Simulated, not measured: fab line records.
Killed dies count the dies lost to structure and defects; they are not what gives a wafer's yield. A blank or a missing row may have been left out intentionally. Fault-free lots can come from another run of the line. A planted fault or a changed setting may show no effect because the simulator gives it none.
fab line records / flow sky130
record lots=6 wafers=18 last-day=50
route steps=708 shown METAL1@436 PAD_OPEN@708
lots that met no fault: taken from a fault-free run of the same line
start-h: hours from the record's first day to the start of the lot's first wafer shown / wait-h: how many hours have passed since the lot's step before this one / " same as the row above / L1.1+2: one row covering several wafers at once / - no value, or no start was given / * or withheld: withheld / < > ~ a bound
route shown NAME@n: NAME is a module with steps in the file, n the number in the route of the first one / usual: mean/standard deviation taken from wafers without a fault / same: alike in all rows / chamber/n: place in a boat / sites: per-site readings / _std_site: the standard deviation of these / _edge_site: mean of outer sites minus mean of inner sites / radius-mm: for every site, how far away it sits from the centre of the wafer / mask NAME#n: copy n / behind: the tool/chamber that last shaped the wafer / hold: the reason the lot was held/the length of the hold in hours/how it ended / device: the n, p or np transistor that did not switch / end of line: at the end of the route, the tests of the same wafers / for a step that has no rows: nothing shown but its recipe / killed: dies lost to structure and defects at the first sort, not the wafer's yield / map: the dies of a wafer, with x for killed, . for not killed, _ for no die there
set.NAME: the setting the step ran with; set.NAME@STEP: the setting that earlier step ran with / model.NAME: the simulator's own value behind a step, which no gauge read
certain route steps with their lots: each step a table, each wafer a row
services: from which hour (start-h, from the record's first day; less than 0 if before it) a tool's chamber was out of use, for how many hours, and why
## steps
# step SKY_METAL1_SPUTTER_02
# recipe material=AlCu target-thk-nm=250 power-w=10600 time-s=13.3 chamber-pressure-pa=0.4
# usual throttle-valve-pct=29.8/1.1
# same time-s=13.3
lot.wafer=L319.1 tool=pvd-sputter-04 chamber=- start-h=720.18 wait-h=0.0 throttle-valve-pct=30.3
lot.wafer=L319.2 tool=pvd-sputter-04 chamber=- start-h=720.18 wait-h=0.0 throttle-valve-pct=28.0
lot.wafer=L319.3 tool=pvd-sputter-04 chamber=- start-h=720.18 wait-h=0.0 throttle-valve-pct=30.4
lot.wafer=L321.1 tool=pvd-sputter-03 chamber=- start-h=742.11 wait-h=0.0 throttle-valve-pct=29.9
lot.wafer=L321.2 tool=pvd-sputter-03 chamber=- start-h=742.11 wait-h=0.0 throttle-valve-pct=28.2
lot.wafer=L321.4 tool=pvd-sputter-03 chamber=- start-h=742.11 wait-h=0.0 throttle-valve-pct=30.5
lot.wafer=L330.2 tool=pvd-sputter-04 chamber=- start-h=834.01 wait-h=0.0 throttle-valve-pct=30.6
lot.wafer=L330.3 tool=pvd-sputter-04 chamber=- start-h=834.01 wait-h=0.0 throttle-valve-pct=27.9
lot.wafer=L330.6 tool=pvd-sputter-04 chamber=- start-h=834.01 wait-h=0.0 throttle-valve-pct=31.4
lot.wafer=L331.2 tool=pvd-sputter-04 chamber=- start-h=835.26 wait-h=0.0 throttle-valve-pct=27.6
lot.wafer=L331.3 tool=pvd-sputter-04 chamber=- start-h=835.26 wait-h=0.0 throttle-valve-pct=30.9
lot.wafer=L331.6 tool=pvd-sputter-04 chamber=- start-h=835.26 wait-h=0.0 throttle-valve-pct=30.7
lot.wafer=L335.3 tool=pvd-sputter-04 chamber=- start-h=863.69 wait-h=0.0 throttle-valve-pct=31.6
lot.wafer=L335.5 tool=pvd-sputter-04 chamber=- start-h=863.69 wait-h=0.0 throttle-valve-pct=27.6
lot.wafer=L335.6 tool=pvd-sputter-04 chamber=- start-h=863.69 wait-h=0.0 throttle-valve-pct=30.4
lot.wafer=L342.2 tool=pvd-sputter-04 chamber=- start-h=903.57 wait-h=0.0 throttle-valve-pct=30.8
lot.wafer=L342.3 tool=pvd-sputter-04 chamber=- start-h=903.57 wait-h=0.0 throttle-valve-pct=31.6
lot.wafer=L342.5 tool=pvd-sputter-04 chamber=- start-h=903.57 wait-h=0.0 throttle-valve-pct=30.5
# step SKY_METAL1_SPUTTER_03
# recipe material=Ti target-thk-nm=5 power-w=3000 time-s=3.3 chamber-pressure-pa=0.4
# usual throttle-valve-pct=29.8/1.1
# same time-s=3.3
lot.wafer=L319.1 tool=pvd-sputter-04 chamber=- start-h=720.20 wait-h=0.0 throttle-valve-pct=30.0
lot.wafer=L319.2 tool=pvd-sputter-04 chamber=- start-h=720.20 wait-h=0.0 throttle-valve-pct=27.7
lot.wafer=L319.3 tool=pvd-sputter-04 chamber=- start-h=720.20 wait-h=0.0 throttle-valve-pct=30.3
lot.wafer=L321.1 tool=pvd-sputter-03 chamber=- start-h=742.14 wait-h=0.0 throttle-valve-pct=29.9
lot.wafer=L321.2 tool=pvd-sputter-03 chamber=- start-h=742.14 wait-h=0.0 throttle-valve-pct=28.3
lot.wafer=L321.4 tool=pvd-sputter-03 chamber=- start-h=742.14 wait-h=0.0 throttle-valve-pct=30.5
lot.wafer=L330.2 tool=pvd-sputter-04 chamber=- start-h=834.04 wait-h=0.0 throttle-valve-pct=30.8
lot.wafer=L330.3 tool=pvd-sputter-04 chamber=- start-h=834.04 wait-h=0.0 throttle-valve-pct=27.7
lot.wafer=L330.6 tool=pvd-sputter-04 chamber=- start-h=834.04 wait-h=0.0 throttle-valve-pct=31.5
lot.wafer=L331.2 tool=pvd-sputter-04 chamber=- start-h=835.29 wait-h=0.0 throttle-valve-pct=27.5
lot.wafer=L331.3 tool=pvd-sputter-04 chamber=- start-h=835.29 wait-h=0.0 throttle-valve-pct=30.5
lot.wafer=L331.6 tool=pvd-sputter-04 chamber=- start-h=835.29 wait-h=0.0 throttle-valve-pct=30.6
lot.wafer=L335.3 tool=pvd-sputter-04 chamber=- start-h=863.71 wait-h=0.0 throttle-valve-pct=31.9
lot.wafer=L335.5 tool=pvd-sputter-04 chamber=- start-h=863.71 wait-h=0.0 throttle-valve-pct=27.6
lot.wafer=L335.6 tool=pvd-sputter-04 chamber=- start-h=863.71 wait-h=0.0 throttle-valve-pct=30.5
lot.wafer=L342.2 tool=pvd-sputter-04 chamber=- start-h=903.59 wait-h=0.0 throttle-valve-pct=30.7
lot.wafer=L342.3 tool=pvd-sputter-04 chamber=- start-h=903.59 wait-h=0.0 throttle-valve-pct=31.7
lot.wafer=L342.5 tool=pvd-sputter-04 chamber=- start-h=903.59 wait-h=0.0 throttle-valve-pct=30.9
# step SKY_METAL1_SPUTTER_04
# recipe material=TiN target-thk-nm=70 power-w=6500 time-s=58.3 chamber-pressure-pa=0.4
# usual throttle-valve-pct=29.8/1.1
# same time-s=58.3
lot.wafer=L319.1 tool=pvd-sputter-04 chamber=- start-h=720.22 wait-h=0.0 throttle-valve-pct=30.4
lot.wafer=L319.2 tool=pvd-sputter-04 chamber=- start-h=720.22 wait-h=0.0 throttle-valve-pct=28.0
lot.wafer=L319.3 tool=pvd-sputter-04 chamber=- start-h=720.22 wait-h=0.0 throttle-valve-pct=30.5
lot.wafer=L321.1 tool=pvd-sputter-03 chamber=- start-h=742.15 wait-h=0.0 throttle-valve-pct=29.6
lot.wafer=L321.2 tool=pvd-sputter-03 chamber=- start-h=742.15 wait-h=0.0 throttle-valve-pct=28.2
lot.wafer=L321.4 tool=pvd-sputter-03 chamber=- start-h=742.15 wait-h=0.0 throttle-valve-pct=30.5
lot.wafer=L330.2 tool=pvd-sputter-04 chamber=- start-h=834.06 wait-h=0.0 throttle-valve-pct=30.7
lot.wafer=L330.3 tool=pvd-sputter-04 chamber=- start-h=834.06 wait-h=0.0 throttle-valve-pct=27.8
lot.wafer=L330.6 tool=pvd-sputter-04 chamber=- start-h=834.06 wait-h=0.0 throttle-valve-pct=31.7
lot.wafer=L331.2 tool=pvd-sputter-04 chamber=- start-h=835.31 wait-h=0.0 throttle-valve-pct=27.5
lot.wafer=L331.3 tool=pvd-sputter-04 chamber=- start-h=835.31 wait-h=0.0 throttle-valve-pct=30.9
lot.wafer=L331.6 tool=pvd-sputter-04 chamber=- start-h=835.31 wait-h=0.0 throttle-valve-pct=30.7
lot.wafer=L335.3 tool=pvd-sputter-04 chamber=- start-h=863.73 wait-h=0.0 throttle-valve-pct=31.7
lot.wafer=L335.5 tool=pvd-sputter-04 chamber=- start-h=863.73 wait-h=0.0 throttle-valve-pct=27.9
lot.wafer=L335.6 tool=pvd-sputter-04 chamber=- start-h=863.73 wait-h=0.0 throttle-valve-pct=30.2
lot.wafer=L342.2 tool=pvd-sputter-04 chamber=- start-h=903.61 wait-h=0.0 throttle-valve-pct=30.6
lot.wafer=L342.3 tool=pvd-sputter-04 chamber=- start-h=903.61 wait-h=0.0 throttle-valve-pct=31.7
lot.wafer=L342.5 tool=pvd-sputter-04 chamber=- start-h=903.61 wait-h=0.0 throttle-valve-pct=30.9
# step SKY_METAL1_RS_MEAS_05
# recipe thk-meas-gauge=four-point-probe reads=TiN_of_METAL1_SPUTTER_04+Ti_of_METAL1_SPUTTER_03+AlCu_of_METAL1_SPUTTER_02+TiN_of_METAL1_SPUTTER_01+Ti_of_METAL1_SPUTTER_00
# usual METAL1_ALCU_RS=0.1273/0.0012
lot.wafer=L319.1 tool=film-metro-04 chamber=- start-h=720.27 wait-h=0.0 METAL1_ALCU_RS[ohm/sq]=0.1270
lot.wafer=L319.2 tool=film-metro-04 chamber=- start-h=720.27 wait-h=0.0 METAL1_ALCU_RS[ohm/sq]=0.1278
lot.wafer=L319.3 tool=film-metro-04 chamber=- start-h=720.27 wait-h=0.0 METAL1_ALCU_RS[ohm/sq]=0.1269
lot.wafer=L321.1 tool=film-metro-04 chamber=- start-h=742.20 wait-h=0.0 METAL1_ALCU_RS[ohm/sq]=0.1264
lot.wafer=L321.2 tool=film-metro-04 chamber=- start-h=742.20 wait-h=0.0 METAL1_ALCU_RS[ohm/sq]=0.1286
lot.wafer=L321.4 tool=film-metro-04 chamber=- start-h=742.20 wait-h=0.0 METAL1_ALCU_RS[ohm/sq]=0.1286
lot.wafer=L330.2 tool=film-metro-02 chamber=- start-h=834.12 wait-h=0.0 METAL1_ALCU_RS[ohm/sq]=0.1282
lot.wafer=L330.3 tool=film-metro-02 chamber=- start-h=834.12 wait-h=0.0 METAL1_ALCU_RS[ohm/sq]=0.1282
lot.wafer=L330.6 tool=film-metro-02 chamber=- start-h=834.12 wait-h=0.0 METAL1_ALCU_RS[ohm/sq]=0.1275
lot.wafer=L331.2 tool=film-metro-02 chamber=- start-h=835.37 wait-h=0.0 METAL1_ALCU_RS[ohm/sq]=0.1275
lot.wafer=L331.3 tool=film-metro-02 chamber=- start-h=835.37 wait-h=0.0 METAL1_ALCU_RS[ohm/sq]=0.1273
lot.wafer=L331.6 tool=film-metro-02 chamber=- start-h=835.37 wait-h=0.0 METAL1_ALCU_RS[ohm/sq]=0.1268
lot.wafer=L335.3 tool=film-metro-02 chamber=- start-h=863.82 wait-h=0.1 METAL1_ALCU_RS[ohm/sq]=0.1286
lot.wafer=L335.5 tool=film-metro-02 chamber=- start-h=863.82 wait-h=0.1 METAL1_ALCU_RS[ohm/sq]=0.1270
lot.wafer=L335.6 tool=film-metro-02 chamber=- start-h=863.82 wait-h=0.1 METAL1_ALCU_RS[ohm/sq]=0.1276
lot.wafer=L342.2 tool=film-metro-02 chamber=- start-h=903.68 wait-h=0.0 METAL1_ALCU_RS[ohm/sq]=0.1283
lot.wafer=L342.3 tool=film-metro-02 chamber=- start-h=903.68 wait-h=0.0 METAL1_ALCU_RS[ohm/sq]=0.1292
lot.wafer=L342.5 tool=film-metro-02 chamber=- start-h=903.68 wait-h=0.0 METAL1_ALCU_RS[ohm/sq]=0.1293
# step SKY_METAL1_THK_MEAS_06
# recipe thk-meas-gauge=xrf reads=AlCu_of_METAL1_SPUTTER_02
# usual METAL1_ALCU_THK=248.5/2.7
lot.wafer=L319.1 tool=film-metro-04 chamber=- start-h=720.39 wait-h=0.1 METAL1_ALCU_THK[nm]=249.2
lot.wafer=L319.2 tool=film-metro-04 chamber=- start-h=720.39 wait-h=0.1 METAL1_ALCU_THK[nm]=249.0
lot.wafer=L319.3 tool=film-metro-04 chamber=- start-h=720.39 wait-h=0.1 METAL1_ALCU_THK[nm]=251.3
lot.wafer=L321.1 tool=film-metro-04 chamber=- start-h=742.32 wait-h=0.1 METAL1_ALCU_THK[nm]=250.3
lot.wafer=L321.2 tool=film-metro-04 chamber=- start-h=742.32 wait-h=0.1 METAL1_ALCU_THK[nm]=246.4
lot.wafer=L321.4 tool=film-metro-04 chamber=- start-h=742.32 wait-h=0.1 METAL1_ALCU_THK[nm]=248.2
lot.wafer=L330.2 tool=film-metro-02 chamber=- start-h=834.23 wait-h=0.1 METAL1_ALCU_THK[nm]=247.5
lot.wafer=L330.3 tool=film-metro-02 chamber=- start-h=834.23 wait-h=0.1 METAL1_ALCU_THK[nm]=245.3
lot.wafer=L330.6 tool=film-metro-02 chamber=- start-h=834.23 wait-h=0.1 METAL1_ALCU_THK[nm]=246.9
lot.wafer=L331.2 tool=film-metro-02 chamber=- start-h=835.48 wait-h=0.1 METAL1_ALCU_THK[nm]=247.8
lot.wafer=L331.3 tool=film-metro-02 chamber=- start-h=835.48 wait-h=0.1 METAL1_ALCU_THK[nm]=247.3
lot.wafer=L331.6 tool=film-metro-02 chamber=- start-h=835.48 wait-h=0.1 METAL1_ALCU_THK[nm]=248.4
lot.wafer=L335.3 tool=film-metro-02 chamber=- start-h=863.92 wait-h=0.1 METAL1_ALCU_THK[nm]=245.6
lot.wafer=L335.5 tool=film-metro-02 chamber=- start-h=863.92 wait-h=0.1 METAL1_ALCU_THK[nm]=250.6
lot.wafer=L335.6 tool=film-metro-02 chamber=- start-h=863.92 wait-h=0.1 METAL1_ALCU_THK[nm]=250.9
lot.wafer=L342.2 tool=film-metro-02 chamber=- start-h=903.79 wait-h=0.1 METAL1_ALCU_THK[nm]=245.8
lot.wafer=L342.3 tool=film-metro-02 chamber=- start-h=903.79 wait-h=0.1 METAL1_ALCU_THK[nm]=243.9
lot.wafer=L342.5 tool=film-metro-02 chamber=- start-h=903.79 wait-h=0.1 METAL1_ALCU_THK[nm]=243.7
# step SKY_METAL1_DEHYDRATE_07
# recipe temp-c=200 time-s=60
# step SKY_METAL1_HMDS_08
# recipe prime-time-s=60 prime-temp-c=120
# step SKY_METAL1_COAT_09
# recipe resist=BARC temp-c=withheld time-s=withheld spin-rpm=3000 resist-thk-nm=60
# step SKY_METAL1_COAT_10
# recipe resist=KrF-thick spin-rpm=3000 resist-thk-nm=450
# step SKY_METAL1_SOFTBAKE_11
# recipe temp-c=100 time-s=90 resist=KrF-thick
# step SKY_METAL1_EXPOSE_12
# recipe mask-id=MM1 na=0.8 source-shape=annular sigma-inner=0.55 sigma-outer=0.85 target-cd-nm=140 dose-mj=28
# step SKY_METAL1_PEB_13
# recipe peb-temp-c=withheld peb-time-s=withheld resist=KrF-thick
# step SKY_METAL1_DEVELOP_14
# recipe develop-time-s=60 resist=KrF-thick dev-temp-c=21
# usual developer-temp-C=21.00/0.11
lot.wafer=L319.1 tool=litho-track-04 chamber=0 start-h=746 wait-h=- developer-temp-C=21.06
lot.wafer=L319.2 tool=litho-track-04 chamber=0 start-h=746 wait-h=- developer-temp-C=21.09
lot.wafer=L319.3 tool=litho-track-04 chamber=0 start-h=746 wait-h=- developer-temp-C=21.03
lot.wafer=L321.1 tool=litho-track-02 chamber=0 start-h=769 wait-h=- developer-temp-C=20.96
lot.wafer=L321.2 tool=litho-track-02 chamber=0 start-h=769 wait-h=- developer-temp-C=21.11
lot.wafer=L321.4 tool=litho-track-02 chamber=0 start-h=769 wait-h=- developer-temp-C=20.95
lot.wafer=L330.2 tool=litho-track-04 chamber=0 start-h=859 wait-h=- developer-temp-C=20.13
lot.wafer=L330.3 tool=litho-track-04 chamber=0 start-h=859 wait-h=- developer-temp-C=20.33
lot.wafer=L330.6 tool=litho-track-04 chamber=0 start-h=859 wait-h=- developer-temp-C=20.21
lot.wafer=L331.2 tool=litho-track-04 chamber=0 start-h=861 wait-h=- developer-temp-C=20.14
lot.wafer=L331.3 tool=litho-track-04 chamber=0 start-h=861 wait-h=- developer-temp-C=20.09
lot.wafer=L331.6 tool=litho-track-04 chamber=0 start-h=861 wait-h=- developer-temp-C=20.33
lot.wafer=L335.3 tool=litho-track-02 chamber=0 start-h=889 wait-h=- developer-temp-C=21.12
lot.wafer=L335.5 tool=litho-track-02 chamber=0 start-h=889 wait-h=- developer-temp-C=21.16
lot.wafer=L335.6 tool=litho-track-02 chamber=0 start-h=889 wait-h=- developer-temp-C=20.88
lot.wafer=L342.2 tool=litho-track-02 chamber=0 start-h=927 wait-h=- developer-temp-C=21.03
lot.wafer=L342.3 tool=litho-track-02 chamber=0 start-h=927 wait-h=- developer-temp-C=20.94
lot.wafer=L342.5 tool=litho-track-02 chamber=0 start-h=927 wait-h=- developer-temp-C=21.06
# step SKY_METAL1_CD_MEAS_15
# recipe target-cd-nm=140
# usual cd-nm=139.8/1.6
lot.wafer=L319.1 tool=cd-sem-01 chamber=- start-h=747.05 wait-h=- cd-nm=141.2
lot.wafer=L319.2 tool=cd-sem-01 chamber=- start-h=747.05 wait-h=- cd-nm=142.7
lot.wafer=L319.3 tool=cd-sem-01 chamber=- start-h=747.05 wait-h=- cd-nm=141.6
lot.wafer=L321.1 tool=cd-sem-01 chamber=- start-h=769.27 wait-h=- cd-nm=142.2
lot.wafer=L321.2 tool=cd-sem-01 chamber=- start-h=769.27 wait-h=- cd-nm=140.6
lot.wafer=L321.4 tool=cd-sem-01 chamber=- start-h=769.27 wait-h=- cd-nm=139.4
lot.wafer=L330.2 tool=cd-sem-02 chamber=- start-h=859.97 wait-h=- cd-nm=139.1
lot.wafer=L330.3 tool=cd-sem-02 chamber=- start-h=859.97 wait-h=- cd-nm=139.4
lot.wafer=L330.6 tool=cd-sem-02 chamber=- start-h=859.97 wait-h=- cd-nm=141.1
lot.wafer=L331.2 tool=cd-sem-01 chamber=- start-h=861.77 wait-h=- cd-nm=140.8
lot.wafer=L331.3 tool=cd-sem-01 chamber=- start-h=861.77 wait-h=- cd-nm=139.8
lot.wafer=L331.6 tool=cd-sem-01 chamber=- start-h=861.77 wait-h=- cd-nm=140.9
lot.wafer=L335.3 tool=cd-sem-01 chamber=- start-h=889.61 wait-h=- cd-nm=138.9
lot.wafer=L335.5 tool=cd-sem-01 chamber=- start-h=889.61 wait-h=- cd-nm=140.7
lot.wafer=L335.6 tool=cd-sem-01 chamber=- start-h=889.61 wait-h=- cd-nm=140.2
lot.wafer=L342.2 tool=cd-sem-01 chamber=- start-h=927.39 wait-h=- cd-nm=139.1
lot.wafer=L342.3 tool=cd-sem-01 chamber=- start-h=927.39 wait-h=- cd-nm=139.7
lot.wafer=L342.5 tool=cd-sem-01 chamber=- start-h=927.39 wait-h=- cd-nm=139.5
# step SKY_PAD_OPEN_PROBE_99
# usual defect-limited-yield=82.3/1.8 killed_at_M0_to_M3=44/7.2 killed_at_M4_up=3.1/1.8 killed-at-contacts=24/4.5 killed-at-front-end=16/4.4 killed-at-other=0.2/0.42 killed-dies=87/8.9 killed-open=48/6.4 killed-short=39/6.2 sort_bin_3_pad_short=0.9/0.46 sort_bin_5_function=10.5/1.6 sort_bin_6_memory=6.3/1.1 sort-n-pass=405/8.9 sort-yield-pct=82.3/1.8
# same gross-dies=492 killed-at-back-side=0 sort_bin_4_leakage[%]=0 sort_bin_8_speed[%]=0
lot.wafer=L321.1 tool=prober-01 chamber=- start-h=1072.98 wait-h=0.1 defect-limited-yield[%]=84.3 killed_at_M0_to_M3=35 killed_at_M4_up=5 killed-at-contacts=21 killed-at-front-end=16 killed-at-other=0 killed-dies=77 killed-open=37 killed-short=40 sort_bin_3_pad_short[%]=0.8 sort_bin_5_function[%]=9.8 sort_bin_6_memory[%]=5.1 sort-n-pass=415 sort-yield-pct[%]=84.3
lot.wafer=L321.2 tool=prober-01 chamber=- start-h=1073.03 wait-h=0.1 defect-limited-yield[%]=78.5 killed_at_M0_to_M3=57 killed_at_M4_up=5 killed-at-contacts=28 killed-at-front-end=16 killed-at-other=0 killed-dies=106 killed-open=58 killed-short=48 sort_bin_3_pad_short[%]=0.4 sort_bin_5_function[%]=15.9 sort_bin_6_memory[%]=5.3 sort-n-pass=386 sort-yield-pct[%]=78.5
lot.wafer=L321.4 tool=prober-01 chamber=- start-h=1073.13 wait-h=0.2 defect-limited-yield[%]=84.1 killed_at_M0_to_M3=45 killed_at_M4_up=1 killed-at-contacts=20 killed-at-front-end=12 killed-at-other=0 killed-dies=78 killed-open=43 killed-short=35 sort_bin_3_pad_short[%]=0.4 sort_bin_5_function[%]=10.6 sort_bin_6_memory[%]=4.9 sort-n-pass=414 sort-yield-pct[%]=84.1
lot.wafer=L331.2 tool=prober-01 chamber=- start-h=1139.82 wait-h=0.1 defect-limited-yield[%]=85.4 killed_at_M0_to_M3=31 killed_at_M4_up=3 killed-at-contacts=27 killed-at-front-end=11 killed-at-other=0 killed-dies=72 killed-open=47 killed-short=25 sort_bin_3_pad_short[%]=0.8 sort_bin_5_function[%]=7.5 sort_bin_6_memory[%]=6.3 sort-n-pass=420 sort-yield-pct[%]=85.4
lot.wafer=L331.3 tool=prober-01 chamber=- start-h=1139.87 wait-h=0.2 defect-limited-yield[%]=85.0 killed_at_M0_to_M3=37 killed_at_M4_up=0 killed-at-contacts=24 killed-at-front-end=12 killed-at-other=1 killed-dies=74 killed-open=38 killed-short=36 sort_bin_3_pad_short[%]=1.2 sort_bin_5_function[%]=6.7 sort_bin_6_memory[%]=7.1 sort-n-pass=418 sort-yield-pct[%]=85.0
lot.wafer=L331.6 tool=prober-01 chamber=- start-h=1140.02 wait-h=0.2 defect-limited-yield[%]=82.5 killed_at_M0_to_M3=43 killed_at_M4_up=6 killed-at-contacts=17 killed-at-front-end=19 killed-at-other=1 killed-dies=86 killed-open=49 killed-short=37 sort_bin_3_pad_short[%]=1.0 sort_bin_5_function[%]=10.2 sort_bin_6_memory[%]=6.3 sort-n-pass=406 sort-yield-pct[%]=82.5
# killed by level:class
L321.1 VIA1:geometric-particle:open=7 LI_CONTACT:geometric-particle:open=6 VIA1:geometric-particle:short=5 CONTACT:geometric-particle:open=5 METAL2:geometric-particle:short=5 FIELD_ISO:geometric-particle:open=4 POLY_GATE:geometric-particle:short=4 LI_CONTACT:geometric-particle:short=4
L321.2 VIA1:geometric-particle:open=15 VIA1:geometric-particle:short=11 CONTACT:geometric-particle:open=10 LI_CONTACT:geometric-particle:open=7 POLY_GATE:geometric-particle:short=6 LI_CONTACT:geometric-particle:short=5 VIA3:geometric-particle:open=5 POLY_GATE:geometric-particle:open=4
L321.4 VIA1:geometric-particle:open=10 CONTACT:geometric-particle:open=9 METAL2:geometric-particle:short=7 METAL3:geometric-particle:short=5 LI_CONTACT:geometric-particle:open=4 METAL1:geometric-particle:short=4 VIA2:geometric-particle:open=4 POLY_GATE:geometric-particle:open=3
L331.2 CONTACT:geometric-particle:open=11 LI_CONTACT:geometric-particle:open=8 VIA3:geometric-particle:open=6 VIA1:geometric-particle:open=5 VIA1:geometric-particle:short=5 POLY_GATE:geometric-particle:open=4 FIELD_ISO:geometric-particle:open=3 FIELD_ISO:geometric-particle:short=3
L331.3 LOCAL_INTERCONNECT:geometric-particle:short=8 VIA1:geometric-particle:open=8 CONTACT:geometric-particle:open=7 VIA2:geometric-particle:open=7 VIA1:geometric-particle:short=4 FIELD_ISO:geometric-particle:open=3 POLY_GATE:geometric-particle:short=3 LOCAL_INTERCONNECT:geometric-particle:open=3
L331.6 VIA1:geometric-particle:open=12 VIA2:geometric-particle:open=7 LI_CONTACT:geometric-particle:open=6 METAL2:geometric-particle:short=5 FIELD_ISO:geometric-particle:open=4 FIELD_ISO:geometric-particle:short=4 CONTACT:geometric-particle:open=4 VIA1:geometric-particle:short=4
## services
tool=pvd-sputter-04 chamber=- start-h=828.75 hours=1.2 kind=repair
## key
first-sign step=SKY_METAL1_DEVELOP_14 reading=developer-temp-C direction=down sigmas=7.3 usual=* struck=*
effect none on later readings
met-at SKY_METAL1_DEVELOP_14
struck-wafers L330.2,L330.3,L330.6,L331.2,L331.3,L331.6
onset-between 746 859
fault kind=process-parameter-drift tool=litho-track-04 chamber=- onset-h=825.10 steps=SKY_METAL1_DEVELOP_14 channel=dev-temp-c offset=* shape=step end-h=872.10 acts-in=* stated=*
